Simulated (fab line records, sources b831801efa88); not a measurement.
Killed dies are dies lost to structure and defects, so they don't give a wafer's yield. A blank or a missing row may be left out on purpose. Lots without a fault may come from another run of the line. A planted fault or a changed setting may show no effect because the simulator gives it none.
fab line records | flow sky130
record lots=6 wafers=18 last_day=49
route steps=708 shown FIELD_ISO@21 NWELL@32 DNWELL@35 PWDE@45 SONOS_ONO@183 PAD_OPEN@708
lots that met no fault: from a run of the same line without faults
start_h: hours from the record's first day to the start of the lot's first wafer shown | wait_h: hours since the lot's step before | " the same as in the row above | L1.1+2: a row that stands for several wafers | - no value, or no start given | * or withheld: withheld | < > ~ a bound
route shown NAME@n: a module of which the file shows steps, and the number in the route of the first | usual: mean/standard deviation of fault-free wafers | same: alike in all rows | chamber/n: place in a boat | sites: the reading at each site | _std_site: their standard deviation | _edge_site: outer sites' mean less inner sites' | radius_mm: how far each site lies from the wafer's centre | mask NAME#n: copy n | behind: the tool/chamber that last shaped the wafer | hold: why the lot was held/for how many hours/how that ended | device: the transistor (n, p or np) that didn't switch | end of line: the same wafers' tests at the end of the route | a step without rows: its recipe alone | killed: dies lost to structure and defects at the first sort, not the wafer's yield | map: a wafer's dies, x killed, . not, _ none there
set.NAME: the setting as run; set.NAME@STEP: as run at that earlier step | model.NAME: the simulator's own value behind a step, which no gauge read
lots at some steps of the route; a table a step, a row a wafer
services: from which hour (start_h, from the record's first day; less than 0 if before it) a tool's chamber was out of use, for how many hours, and why
## steps
# step SKY_FIELD_ISO_CLEAN_20
# recipe chemistry=dHF time_s=20 dilution=100:1
# step SKY_FIELD_ISO_WET_ETCH_21
# recipe chemistry=dHF dilution=100:1 target_depth_nm=20 dry=ipa_marangoni target=SiO2 temp_c=25 time_s=400
# step SKY_FIELD_ISO_OXIDATION_22
# recipe temp_c=950 ambient=O2 stabilise_s=600 purge_s=300 target_thk_a=100 ox_time_s=623
# step SKY_FIELD_ISO_THK_MEAS_23
# recipe reads=SiO2_of_FIELD_ISO_OXIDATION_22
# usual FIELD_ISO_OXIDATION_01_THK=10.06/0.18
# columns lot.wafer tool chamber start_h wait_h FIELD_ISO_OXIDATION_01_THK[nm]
L227.1 film_metro-01 - 48.28 0.0 10.20
L227.2 " - " " 10.19
L227.6 " - " " 10.00
L226.4 film_metro-02 - 48.31 0.0 10.22
L226.5 " - " " 10.25
L226.6 " - " " 10.13
L230.1 film_metro-02 - 67.44 0.0 10.42
L230.2 " - " " 10.22
L230.5 " - " " 10.28
L231.1 film_metro-04 - 70.13 0.0 10.36
L231.4 " - " " 10.31
L231.5 " - " " 10.41
L235.4 film_metro-04 - 92.68 0.0 9.87
L235.5 " - " " 9.90
L235.6 " - " " 9.78
L241.1 film_metro-01 - 120.08 0.0 10.00
L241.3 " - " " 9.80
L241.4 " - " " 10.26
# step SKY_FIELD_ISO_CVD_24
# recipe material=SiO2 target_thk_nm=595 temp_c=650 sigma_open_frac=0.3 time_s=99.2 sih4_flow_sccm=60 pressure_mtorr=6
# step SKY_FIELD_ISO_THK_MEAS_25
# recipe reads=SiO2_of_FIELD_ISO_CVD_24
# usual FIELD_ISO_CVD_24_THK=595/5.7
# columns lot.wafer tool chamber start_h wait_h FIELD_ISO_CVD_24_THK[nm]
L227.1 film_metro-01 - 48.48 0.1 596
L227.2 " - " " 591
L227.6 " - " " 596
L226.4 film_metro-02 - 48.49 0.1 605
L226.5 " - " " 602
L226.6 " - " " 602
L230.1 film_metro-04 - 67.57 0.0 609
L230.2 " - " " 613
L230.5 " - " " 599
L231.1 film_metro-02 - 70.26 0.0 597
L231.4 " - " " 588
L231.5 " - " " 599
L235.4 film_metro-02 - 92.84 0.1 604
L235.5 " - " " 587
L235.6 " - " " 607
L241.1 film_metro-02 - 120.22 0.0 585
L241.3 " - " " 595
L241.4 " - " " 580
# step SKY_FIELD_ISO_ANNEAL_26
# recipe temp_c=1000 time_s=1800 ambient=N2
# step SKY_FIELD_ISO_CMP_27
# recipe stop_on=Si3N4 t_overpolish_s=16 down_force_psi=4 platen_rpm=60 target_thk_nm=457.8 pad_velocity_m_s=0.94248
# usual motor_current_A=12.3/1.2 overpolish_run_s=16.000/0.0083 time_to_endpoint_s=114/5.1
# columns lot.wafer tool chamber start_h wait_h motor_current_A overpolish_run_s time_to_endpoint_s
L226.4 cmp-01 1 53.12 0.6 13.1 16.007 125
L226.6 " 3 " " 9.7 15.999 110
L226.5 " 0 " " 13.6 16.022 119
L227.2 cmp-01 2 53.37 0.8 10.6 16.012 112
L227.1 " 3 " " 9.9 16.002 106
L227.6 " 2 " " 10.6 15.989 115
L230.1 cmp-02 2 71.47 0.0 11.0 15.994 115
L230.2 " 0 " " 12.2 16.003 112
L230.5 " 2 " " 11.3 15.988 116
L231.4 cmp-02 2 73.03 0.0 11.7 15.995 114
L231.1 " 0 " " 11.9 16.009 113
L231.5 " 2 " " 12.6 16.003 118
L235.4 cmp-02 0 94.52 0.1 12.1 15.992 111
L235.6 " 1 " " 12.8 15.993 112
L235.5 " 2 " " 12.2 16.014 115
L241.1 cmp-01 3 122.62 0.1 9.8 15.995 108
L241.4 " 0 " " 15.2 15.981 111
L241.3 " 2 " " 10.9 16.003 121
# step SKY_FIELD_ISO_WET_ETCH_28
# recipe chemistry=dHF target_depth_nm=23.7 target=SiO2 dilution=10:1 temp_c=25 time_s=47
# step SKY_FIELD_ISO_WET_ETCH_29
# recipe chemistry=H3PO4 target_depth_nm=160 target=Si3N4 temp_c=160 time_s=1825
# step SKY_FIELD_ISO_WET_ETCH_30
# recipe chemistry=dHF target_depth_nm=25 target=SiO2 dilution=10:1 temp_c=25 time_s=48.96
# step SKY_NWELL_CLEAN_00
# recipe chemistry=SC1/SC2 mix=1:4:20 temp_c=70 time_s=150 dry=n2_spin
# step SKY_NWELL_OXIDATION_01
# recipe temp_c=900 ambient=O2 stabilise_s=600 purge_s=300 target_thk_a=100 ox_time_s=1418
# usual spike_tc_bottom_C=916.5/2.1 spike_tc_centre_C=901.1/1 spike_tc_lower_C=900.1/1.1 spike_tc_top_C=911.1/2.8 spike_tc_upper_C=898.3/1.1 tube_center_temp_C=900/0.091 tube_center_temp_C_max=902.3/0.4 zone_power_bottom_pct=26.3/0.48
# columns lot.wafer tool chamber start_h wait_h spike_tc_bottom_C spike_tc_centre_C spike_tc_lower_C spike_tc_top_C spike_tc_upper_C tube_center_temp_C tube_center_temp_C_max zone_power_bottom_pct model.SiO2_of_NWELL_OXIDATION_01.thk_nm
L226.4 furnace-01 0 54.22 0.3 915.6 901.1 899.5 911.6 898.0 900.03 902.3 26.6 10.25
L226.5 " 0 " " 916.2 899.3 899.3 914.8 897.6 900 901.8 26.4 10.38
L226.6 " 0 " " 914.7 901.8 899.4 912.0 898.7 900.17 902.4 26.7 10.07
L227.1 furnace-02 0 54.94 0.7 919.0 900.7 899.8 908.5 897.9 899.96 901.9 25.9 10.19
L227.2 " 0 " " 917.9 900.1 900.3 906.7 900.1 900.07 901.7 25.8 10.11
L227.6 " 0 " " 917.3 900.9 899.5 907.7 899.0 899.93 902.5 25.8 10.12
L230.1 furnace-01 0 74.15 1.8 932.1 919.7 918.4 932.0 915.4 917.86 920.8 27.8 12.01
L230.2 " 0 " " 931.4 918.6 917.8 931.5 914.6 917.79 919.7 28.4 12.02
L230.5 " 0 " " 931.6 918.3 917.8 931.1 914.3 918.04 920.3 28.0 12.02
L231.1 furnace-01 0 74.15 0.2 932.8 917.2 919.7 934.0 916.1 917.86 919.8 28.2 12.2
L231.4 " 0 " " 931.5 917.9 916.1 930.0 915.7 917.96 920.5 27.9 12.17
L231.5 " 0 " " 933.0 919.7 916.3 932.6 916.2 918.09 920.2 27.8 12.14
L235.4 furnace-02 0 96.10 0.8 918.8 900.8 898.9 909.6 899.0 899.88 901.8 26.0 10.15
L235.5 " 0 " " 919.2 901.8 901.4 910.2 899.9 899.96 902.2 25.8 10.18
L235.6 " 0 " " 918.3 899.5 902.2 907.8 900.0 899.97 902.3 25.5 10.09
L241.1 furnace-02 0 123.64 0.1 918.0 901.3 901.7 909.2 897.3 900.21 902.6 26.0 10.24
L241.3 " 0 " " 918.4 902.7 898.9 907.1 900.6 899.96 901.6 25.4 10.09
L241.4 " 0 " " 918.4 900.7 901.7 907.5 898.4 899.97 903.2 26.0 9.978
# step SKY_NWELL_THK_MEAS_02
# recipe reads=SiO2_of_NWELL_OXIDATION_01
# usual NWELL_OXIDATION_THK=10.08/0.15
# columns lot.wafer tool chamber start_h wait_h NWELL_OXIDATION_THK[nm]
L226.4 film_metro-01 - 55.65 0.0 10.25
L226.5 " - " " 10.38
L226.6 " - " " 10.07
L227.1 film_metro-01 - 56.34 0.0 10.19
L227.2 " - " " 10.09
L227.6 " - " " 10.15
L230.1 film_metro-01 - 75.55 0.0 12.03
L230.2 " - " " 12.01
L230.5 " - " " 12.06
L231.1 film_metro-02 - 75.55 0.0 12.21
L231.4 " - " " 12.16
L231.5 " - " " 12.10
L235.4 film_metro-02 - 97.53 0.0 10.17
L235.5 " - " " 10.15
L235.6 " - " " 10.06
L241.1 film_metro-02 - 125.06 0.0 10.28
L241.3 " - " " 10.09
L241.4 " - " " 9.95
# step SKY_DNWELL_DEHYDRATE_00
# recipe temp_c=200 time_s=60
# step SKY_DNWELL_HMDS_01
# recipe prime_time_s=60 prime_temp_c=120
# step SKY_DNWELL_COAT_02
# recipe spin_rpm=2000 resist_thk_nm=3000
# step SKY_DNWELL_SOFTBAKE_03
# recipe temp_c=110 time_s=withheld
# step SKY_DNWELL_EXPOSE_04
# recipe mask_id=DNM na=0.57 target_cd_nm=3000 dose_mj=222
# step SKY_DNWELL_PEB_05
# recipe temp_c=115 time_s=withheld
# step SKY_DNWELL_DEVELOP_06
# recipe wall_angle_deg=90 developer=TMAH develop_time_s=60 dev_temp_c=23
# step SKY_DNWELL_IMPLANT_07
# recipe species=P energy_kev=withheld dose_cm2=withheld tilt_deg=withheld
# step SKY_DNWELL_STRIP_08
# recipe chemistry=O2/N2 power_w=1400 pressure_mtorr=1500 platen_temp_c=withheld o2_flow_sccm=3000 n2_flow_sccm=300 overash_fraction=0.5
# usual drypump_motor_current_A=5.9/0.56 oes_product_au=0.723/0.0044 strip_time_to_endpoint_s=36.89/0.089
# columns lot.wafer tool chamber start_h wait_h drypump_motor_current_A oes_product_au rf_hours_counter_h strip_time_to_endpoint_s
L226.4 plasma_asher-02 0 71.04 0.1 6.1 0.719 - 36.85
L226.5 " 1 " " 5.0 0.728 - 36.79
L226.6 " 0 " " 6.0 0.714 - 36.87
L227.1 plasma_asher-03 1 72.86 0.1 5.9 0.718 36 36.96
L227.2 " 0 " " 6.3 0.722 36 36.81
L227.6 " 0 " " 6.3 0.717 - 36.95
L231.1 plasma_asher-02 1 93.01 0.1 5.0 0.723 42 36.87
L231.4 " 0 " " 6.0 0.726 - 36.91
L231.5 " 0 " " 6.0 0.724 - 36.97
L230.1 plasma_asher-03 1 93.08 0.1 5.9 0.724 39 36.93
L230.2 " 0 " " 6.4 0.718 39 36.93
L230.5 " 0 " " 6.4 0.720 - 36.88
L235.4 plasma_asher-01 1 116.16 0.1 6.7 0.720 - 36.99
L235.5 " 0 " " 5.6 0.719 - 36.96
L235.6 " 1 " " 6.7 0.725 - 36.89
L241.1 plasma_asher-02 0 143.36 0.1 6.0 0.729 47 37.03
L241.3 " 1 " " 5.0 0.723 - 36.91
L241.4 " 0 " " 6.0 0.712 - 36.93
# step SKY_DNWELL_TW_MEAS_09
# usual DNWELL_TW=1115/10
# columns lot.wafer tool chamber start_h wait_h DNWELL_TW
L226.4 film_metro-02 - 71.14 0.1 1127
L226.5 " - " " 1133
L226.6 " - " " 1133
L227.1 film_metro-01 - 72.96 0.1 1102
L227.2 " - " " 1106
L227.6 " - " " 1106
L231.1 film_metro-01 - 93.11 0.1 1105
L231.4 " - " " 1103
L231.5 " - " " 1104
L230.1 film_metro-02 - 93.18 0.1 1120
L230.2 " - " " 1117
L230.5 " - " " 1119
L235.4 film_metro-03 - 116.26 0.1 1116
L235.5 " - " " 1120
L235.6 " - " " 1111
L241.1 film_metro-02 - 143.46 0.1 1127
L241.3 " - " " 1126
L241.4 " - " " 1121
# step SKY_PWDE_DEHYDRATE_00
# recipe temp_c=200 time_s=60
# step SKY_PWDE_HMDS_01
# recipe prime_time_s=60 prime_temp_c=120
# step SKY_PWDE_COAT_02
# recipe spin_rpm=2000 resist_thk_nm=3000
# step SKY_PWDE_SOFTBAKE_03
# recipe temp_c=110 time_s=withheld
# step SKY_PWDE_EXPOSE_04
# recipe mask_id=PWDEM na=0.6 source_shape=conventional sigma_outer=0.6 polarization=unpolarized target_cd_nm=840 dose_mj=214
# step SKY_PWDE_PEB_05
# recipe temp_c=115 time_s=withheld
# step SKY_PWDE_DEVELOP_06
# recipe wall_angle_deg=90 developer=TMAH develop_time_s=58.2 dev_temp_c=23
# step SKY_PWDE_OVL_MEAS_07
# usual PWDE_OVL=-0.1/1.4
# columns lot.wafer tool chamber start_h wait_h PWDE_OVL[nm]
L226.4 overlay-02 - 87.58 - -1.2
L226.5 " - " " -3.3
L226.6 " - " " -1.5
L227.1 overlay-02 - 89.80 - 1.1
L227.2 " - " " 1.3
L227.6 " - " " 1.1
L231.1 overlay-01 - 110.56 - 2.2
L231.4 " - " " 0.6
L231.5 " - " " 2.1
L230.1 overlay-02 - 110.60 - 0.0
L230.2 " - " " -0.9
L230.5 " - " " -0.7
L235.4 overlay-01 - 134.38 - -1.0
L235.5 " - " " -0.6
L235.6 " - " " -0.8
L241.1 overlay-02 - 162.91 - 0.5
L241.3 " - " " 0.0
L241.4 " - " " 0.7
# step SKY_PWDE_IMPLANT_08
# recipe species=B energy_kev=150 dose_cm2=3.6e+12 tilt_deg=withheld
# step SKY_PWDE_STRIP_09
# recipe chemistry=O2/N2 power_w=1400 pressure_mtorr=1500 platen_temp_c=withheld o2_flow_sccm=3000 n2_flow_sccm=300 overash_fraction=0.5
# usual drypump_motor_current_A=6.0/0.39 oes_product_au=0.723/0.004 strip_time_to_endpoint_s=36.93/0.096
# columns lot.wafer tool chamber start_h wait_h drypump_motor_current_A oes_product_au rf_hours_counter_h strip_time_to_endpoint_s
L226.4 plasma_asher-01 1 87.78 0.1 6.7 0.724 - 36.95
L226.5 " 1 " " 6.7 0.723 - 36.89
L226.6 " 0 " " 5.6 0.725 - 36.90
L227.1 plasma_asher-03 1 89.98 0.1 5.9 0.720 39 36.87
L227.2 " 0 " " 6.3 0.724 39 36.94
L227.6 " 1 " " 5.9 0.720 - 36.95
L231.1 plasma_asher-01 0 110.75 0.1 5.5 0.724 44 36.82
L231.4 " 0 " " 5.6 0.722 - 36.77
L231.5 " 1 " " 6.7 0.723 - 36.86
L230.1 plasma_asher-04 1 110.78 0.1 5.6 0.729 30 36.87
L230.2 " 0 " " 5.9 0.717 30 36.90
L230.5 " 1 " " 5.6 0.723 - 36.82
L235.4 plasma_asher-01 0 134.58 0.1 5.6 0.727 - 36.85
L235.5 " 1 " " 6.7 0.724 - 36.81
L235.6 " 0 " " 5.5 0.713 - 36.76
L241.1 plasma_asher-01 1 163.10 0.1 6.7 0.718 49 36.98
L241.3 " 1 " " 6.8 0.723 - 37.08
L241.4 " 0 " " 5.6 0.725 - 37.10
# step SKY_PWDE_TW_MEAS_10
# usual PWDE_TW=373/3.1
# columns lot.wafer tool chamber start_h wait_h PWDE_TW
L226.4 film_metro-01 - 87.88 0.1 370
L226.5 " - " " 371
L226.6 " - " " 371
L227.1 film_metro-02 - 90.08 0.1 377
L227.2 " - " " 375
L227.6 " - " " 375
L231.1 film_metro-02 - 110.85 0.1 377
L231.4 " - " " 378
L231.5 " - " " 377
L230.1 film_metro-01 - 110.88 0.1 369
L230.2 " - " " 368
L230.5 " - " " 369
L235.4 film_metro-03 - 134.68 0.1 376
L235.5 " - " " 374
L235.6 " - " " 375
L241.1 film_metro-02 - 163.20 0.1 376
L241.3 " - " " 376
L241.4 " - " " 376
# step SKY_NWELL_DEHYDRATE_03
# recipe temp_c=200 time_s=60
# step SKY_NWELL_HMDS_04
# recipe prime_time_s=60 prime_temp_c=120
# step SKY_NWELL_COAT_05
# recipe spin_rpm=2000 resist_thk_nm=3000
# step SKY_NWELL_SOFTBAKE_06
# recipe temp_c=110 time_s=withheld
# step SKY_NWELL_EXPOSE_07
# recipe mask_id=NWM na=0.6 source_shape=conventional sigma_outer=0.6 polarization=unpolarized target_cd_nm=840 dose_mj=255
# step SKY_NWELL_PEB_08
# recipe temp_c=115 time_s=withheld
# step SKY_NWELL_DEVELOP_09
# recipe wall_angle_deg=90 developer=TMAH develop_time_s=60 dev_temp_c=23
# step SKY_SONOS_ONO_ETCH_15
# recipe target_depth_nm=19.52 chemistry=CHF3/O2 source_w=600 bias_w=200 pressure_mtorr=40 chf3_flow_sccm=50 O2_flow_sccm=5 time_s=7.8
# usual chf3_flow_sccm=50.00/0.14 drypump_motor_current_A=5.6/0.4 oes_product_au=0.992/0.011 rf_fwd_power_W=589.0/2.9 throttle_valve_pct=8.823/0.0098
# columns lot.wafer tool chamber start_h wait_h chf3_flow_sccm drypump_motor_current_A oes_product_au rf_fwd_power_W rf_hours_counter_h throttle_valve_pct model.SiO2_of_NWELL_OXIDATION_01.thk_nm
L226.4 rie_diel-01 1 303.78 0.0 50.09 5.4 0.990 591.2 - 8.808 5.754
L226.5 " 3 " " 50.07 6.1 1.013 591.9 - 8.819 5.81
L226.6 " 2 " " 50.18 5.9 0.976 588.1 - 8.808 5.668
L227.1 rie_diel-01 3 307.86 0.0 50.01 6.2 1.008 590.1 6 8.822 5.61
L227.2 " 0 " " 50.29 5.0 0.973 583.7 1 8.821 5.718
L227.6 " 1 " " 49.89 5.4 1.006 589.6 - 8.827 5.596
L231.1 rie_diel-02 2 338.65 0.0 50.01 5.7 0.992 589.3 2 8.809 7.696
L231.4 " 1 " " 50.03 5.5 0.984 587.3 93 8.820 7.739
L231.5 " 0 " " 49.97 5.1 0.988 586.2 - 8.821 7.722
L230.1 rie_diel-03 1 339.12 0.0 49.94 4.9 1.003 588.3 75 8.809 7.486
L230.2 " 2 " " 49.97 5.8 1.007 589.8 3 8.833 7.517
L230.5 " 1 " " 49.72 4.9 1.000 587.6 - 8.802 7.478
L235.4 rie_diel-03 0 370.95 0.0 49.87 5.8 1.012 589.2 91 8.829 5.57
L235.5 " 1 " " 50.08 4.9 0.992 588.4 - 8.817 5.667
L235.6 " 2 " " 50.03 5.9 0.989 592.6 - 8.828 5.606
L241.1 rie_diel-02 3 410.80 0.0 50.00 6.1 0.999 591.8 1 8.838 5.755
L241.3 " 2 " " 50.26 5.7 1.008 591.9 3 8.839 5.514
L241.4 " 2 " " 50.04 5.7 1.003 589.7 - 8.842 5.439
# step SKY_PAD_OPEN_PROBE_99
# usual killed_at_M0_to_M3=42/6.8 killed_at_M4_up=3.4/1.8 killed_at_contacts=25/5.7 killed_at_front_end=16/4.8 killed_at_other=0.2/0.39 killed_dies=87/9.6 killed_open=47/6.9 killed_short=40/6.3
# same gross_dies=492 killed_at_back_side=0
# columns lot.wafer tool chamber start_h wait_h killed_at_M0_to_M3 killed_at_M4_up killed_at_contacts killed_at_front_end killed_at_other killed_dies killed_open killed_short model.etest.pfet_01v8_mvt.vt_sat_v model.etest.pfet_01v8_mvt.vt_v model.etest.pfet_01v8_mvt.vt_long_v model.etest.pfet_16v.vt_v model.etest.pfet_g5v0d10v5.vt_long_v model.etest.pfet_01v8.vt_long_v
L226.4 prober-02 - 1094.18 0.2 38 5 24 17 1 85 42 43 -0.5413 -0.6325 -0.8414 -1.071 -0.9063 -1.039
L226.5 prober-02 - 1094.23 0.2 51 6 21 16 1 95 52 43 -0.5474 -0.6379 -0.844 -1.077 -0.9167 -1.043
L226.6 prober-02 - 1094.28 0.2 43 2 35 19 0 99 56 43 -0.5373 -0.6295 -0.8415 -1.071 -0.9127 -1.04
L227.1 prober-02 - 1098.93 0.1 38 5 20 23 0 86 45 41 -0.5736 -0.6602 -0.8626 -1.103 -0.9312 -1.053
L227.2 prober-02 - 1098.98 0.1 34 4 25 16 0 79 36 43 -0.5816 -0.669 -0.8688 -1.105 -0.9331 -1.056
L227.6 prober-02 - 1099.18 0.2 41 2 19 11 1 74 43 31 -0.571 -0.6611 -0.8662 -1.099 -0.9319 -1.054
L231.1 prober-02 - 1118.48 0.1 42 7 31 13 0 93 47 46 -0.5695 -0.6585 -0.8601 -1.152 -0.9773 -1.052
L231.4 prober-02 - 1118.63 0.2 47 4 32 12 0 95 45 50 -0.5688 -0.652 -0.8567 -1.148 -0.9763 -1.05
L231.5 prober-02 - 1118.68 0.2 51 2 19 20 0 92 53 39 -0.5771 -0.6629 -0.8633 -1.148 -0.974 -1.054
L230.1 prober-01 - 1122.23 0.1 36 3 35 13 0 87 51 36 -0.5998 -0.6796 -0.8826 -1.124 -0.95 -1.066
L230.2 prober-01 - 1122.28 0.1 45 4 23 9 0 81 51 30 -0.5924 -0.6776 -0.881 -1.116 -0.9485 -1.064
L230.5 prober-01 - 1122.43 0.2 37 5 27 14 0 83 36 47 -0.5897 -0.6737 -0.88 -1.12 -0.9474 -1.061
L235.4 prober-02 - 1145.43 0.2 49 3 16 12 0 80 45 35 -0.5805 -0.6697 -0.8736 -1.093 -0.9307 -1.056
L235.5 prober-02 - 1145.48 0.2 45 3 25 21 0 94 50 44 -0.5825 -0.6715 -0.8763 -1.091 -0.9238 -1.055
L235.6 prober-02 - 1145.53 0.2 39 4 24 10 0 77 41 36 -0.5769 -0.6681 -0.8746 -1.083 -0.9179 -1.058
L241.1 prober-02 - 1168.48 0.1 37 1 33 18 0 89 49 40 -0.5731 -0.6596 -0.8641 -1.128 -0.9557 -1.054
L241.3 prober-02 - 1168.58 0.2 30 2 26 27 0 85 46 39 -0.5673 -0.6564 -0.865 -1.128 -0.9536 -1.05
L241.4 prober-02 - 1168.63 0.2 45 1 31 15 0 92 58 34 -0.5684 -0.6536 -0.8627 -1.126 -0.952 -1.05
# killed by level:class
L226.4 CONTACT:geometric_particle:open=9 VIA2:geometric_particle:open=7 VIA1:geometric_particle:short=7 FIELD_ISO:geometric_particle:open=5 METAL1:geometric_particle:short=5 LI_CONTACT:geometric_particle:short=5 LI_CONTACT:geometric_particle:open=5 VIA1:geometric_particle:open=5
L226.5 VIA1:geometric_particle:open=12 FIELD_ISO:geometric_particle:short=9 VIA2:geometric_particle:open=9 METAL2:geometric_particle:short=9 LI_CONTACT:geometric_particle:open=8 CONTACT:geometric_particle:open=7 METAL1:geometric_particle:short=7 FIELD_ISO:geometric_particle:open=5
L226.6 CONTACT:geometric_particle:open=12 VIA2:geometric_particle:open=9 VIA1:geometric_particle:open=9 LI_CONTACT:geometric_particle:open=7 FIELD_ISO:geometric_particle:open=6 LI_CONTACT:geometric_particle:short=6 METAL1:geometric_particle:short=6 VIA3:geometric_particle:open=6
L227.1 VIA2:geometric_particle:open=10 POLY_GATE:geometric_particle:short=8 VIA1:geometric_particle:open=8 SPACER:geometric_particle:open=7 LOCAL_INTERCONNECT:geometric_particle:short=5 CONTACT:geometric_particle:open=5 METAL1:geometric_particle:short=5 VIA3:geometric_particle:short=5
L227.2 VIA3:geometric_particle:open=8 LOCAL_INTERCONNECT:geometric_particle:short=7 LI_CONTACT:geometric_particle:open=6 CONTACT:geometric_particle:open=6 VIA1:geometric_particle:open=6 METAL2:geometric_particle:short=6 FIELD_ISO:geometric_particle:short=5 METAL1:geometric_particle:short=4
L227.6 VIA3:geometric_particle:open=9 LI_CONTACT:geometric_particle:open=7 VIA1:geometric_particle:open=7 LOCAL_INTERCONNECT:geometric_particle:short=6 VIA2:geometric_particle:open=6 CONTACT:geometric_particle:open=5 VIA2:geometric_particle:short=4 VIA3:geometric_particle:short=4
L231.1 CONTACT:geometric_particle:open=10 VIA1:geometric_particle:open=8 METAL3:geometric_particle:short=7 METAL1:geometric_particle:short=6 LI_CONTACT:geometric_particle:open=6 LOCAL_INTERCONNECT:geometric_particle:short=6 VIA3:geometric_particle:open=5 POLY_GATE:geometric_particle:open=4
L231.4 CONTACT:geometric_particle:open=10 VIA1:geometric_particle:open=9 CONTACT:geometric_particle:short=8 LOCAL_INTERCONNECT:geometric_particle:short=7 METAL1:geometric_particle:short=7 METAL2:geometric_particle:short=7 LI_CONTACT:geometric_particle:open=6 VIA2:geometric_particle:open=5
L231.5 VIA1:geometric_particle:open=12 VIA2:geometric_particle:open=10 VIA1:geometric_particle:short=8 POLY_GATE:geometric_particle:open=7 CONTACT:geometric_particle:open=7 METAL1:geometric_particle:short=5 LI_CONTACT:geometric_particle:open=4 FIELD_ISO:geometric_particle:open=3
L230.1 CONTACT:geometric_particle:open=13 VIA1:geometric_particle:short=7 VIA1:geometric_particle:open=7 LI_CONTACT:geometric_particle:open=7 VIA3:geometric_particle:open=6 POLY_GATE:geometric_particle:open=5 LOCAL_INTERCONNECT:geometric_particle:short=5 LOCAL_INTERCONNECT:geometric_particle:open=5
L230.2 VIA1:geometric_particle:open=13 CONTACT:geometric_particle:open=9 VIA3:geometric_particle:open=9 LI_CONTACT:geometric_particle:open=8 METAL2:geometric_particle:short=5 METAL1:geometric_particle:short=5 VIA2:geometric_particle:open=4 VIA3:geometric_particle:short=4
L230.5 LOCAL_INTERCONNECT:geometric_particle:short=7 VIA1:geometric_particle:open=7 CONTACT:geometric_particle:short=6 LI_CONTACT:geometric_particle:open=6 CONTACT:geometric_particle:open=5 VIA3:geometric_particle:open=5 POLY_GATE:geometric_particle:short=4 METAL1:geometric_particle:short=4
L235.4 VIA1:geometric_particle:open=13 CONTACT:geometric_particle:open=11 VIA1:geometric_particle:short=7 VIA3:geometric_particle:open=7 METAL3:geometric_particle:short=6 FIELD_ISO:geometric_particle:short=4 POLY_GATE:geometric_particle:open=3 LI_CONTACT:geometric_particle:open=3
L235.5 VIA2:geometric_particle:open=9 POLY_GATE:geometric_particle:open=7 CONTACT:geometric_particle:short=7 CONTACT:geometric_particle:open=7 FIELD_ISO:geometric_particle:short=6 LI_CONTACT:geometric_particle:open=6 METAL2:geometric_particle:short=6 VIA3:geometric_particle:open=6
L235.6 LI_CONTACT:geometric_particle:open=9 CONTACT:geometric_particle:open=8 VIA1:geometric_particle:open=8 METAL3:geometric_particle:short=6 VIA2:geometric_particle:open=5 VIA1:geometric_particle:short=5 SPACER:geometric_particle:short=3 LI_CONTACT:geometric_particle:short=3
L241.1 CONTACT:geometric_particle:open=13 METAL2:geometric_particle:short=9 LI_CONTACT:geometric_particle:open=9 VIA1:geometric_particle:open=8 FIELD_ISO:geometric_particle:open=7 VIA2:geometric_particle:open=5 LI_CONTACT:geometric_particle:short=4 METAL1:geometric_particle:short=4
L241.3 CONTACT:geometric_particle:open=12 FIELD_ISO:geometric_particle:short=9 LI_CONTACT:geometric_particle:open=7 VIA1:geometric_particle:open=6 METAL1:geometric_particle:short=5 POLY_GATE:geometric_particle:short=5 VIA2:geometric_particle:open=5 POLY_GATE:geometric_particle:open=4
L241.4 LI_CONTACT:geometric_particle:open=13 VIA3:geometric_particle:open=12 VIA1:geometric_particle:open=11 CONTACT:geometric_particle:open=9 FIELD_ISO:geometric_particle:short=7 CONTACT:geometric_particle:short=7 METAL1:geometric_particle:short=6 VIA2:geometric_particle:open=5
## services
# columns tool chamber start_h hours kind
cmp-01 - 31.22 1.5 repair
furnace-02 - 33.68 10.2 pm
cmp-02 - 36.12 1.3 repair
cmp-02 - 38.61 2.4 repair
cmp-01 - 44.01 1.2 repair
cmp-01 - 56.76 53.1 repair
furnace-01 - 64.10 3.1 pm
plasma_asher-02 - 78.01 5.1 repair
cmp-02 - 83.41 2.0 repair
cmp-01 - 101.12 0.2 repair
plasma_asher-03 - 108.75 9.0 pm
cmp-01 - 109.87 4.0 pm
plasma_asher-03 - 134.32 4.6 repair
cmp-02 - 148.03 21.6 repair
cmp-01 - 149.24 1.0 repair
plasma_asher-02 - 157.40 0.4 repair
furnace-02 - 157.59 3.0 pm
cmp-02 - 161.37 0.6 repair
furnace-01 - 164.18 3.9 pm
cmp-02 - 164.30 0.3 repair
plasma_asher-01 - 206.01 6.3 repair
plasma_asher-01 - 254.36 20.7 repair
plasma_asher-01 - 371.14 25.5 pm
plasma_asher-01 - 405.40 0.4 repair
## key
first_sign step=SKY_NWELL_OXIDATION_01 reading=tube_center_temp_C direction=up sigmas=99+ usual=* struck=*
effect step=SKY_NWELL_OXIDATION_01 reading=tube_center_temp_C_max direction=up sigmas=45 usual=* struck=*
effect step=SKY_NWELL_THK_MEAS_02 reading=NWELL_OXIDATION_THK direction=up sigmas=14 usual=10.08 struck=12.10
model_effect step=SKY_NWELL_OXIDATION_01 value=SiO2_of_NWELL_OXIDATION_01.thk_nm without=9.984 struck=12.09
model_effect step=SKY_SONOS_ONO_ETCH_15 value=SiO2_of_NWELL_OXIDATION_01.thk_nm without=5.497 struck=7.606
model_effect step=SKY_PAD_OPEN_PROBE_99 value=etest.pfet_01v8_mvt.vt_sat_v without=-0.5446 struck=-0.5829
met_at SKY_NWELL_OXIDATION_01
struck_wafers L230.1,L230.2,L230.5,L231.1,L231.4,L231.5
tester_left_out L230,L231
onset_between 54.22 74.15
fault kind=process_parameter_drift tool=furnace-01 chamber=- onset_h=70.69 steps=SKY_NWELL_OXIDATION_01 channel=temp_c offset=* shape=step end_h=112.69 acts_in=* stated=*
# tester_left_out: of these lots the tester's yield and bins aren't shown, on N5 and GAA mostly nor the transistor test; their killed dies are dies lost to structure and defects alone, not to doping, threshold or leakage, so they don't give the yield
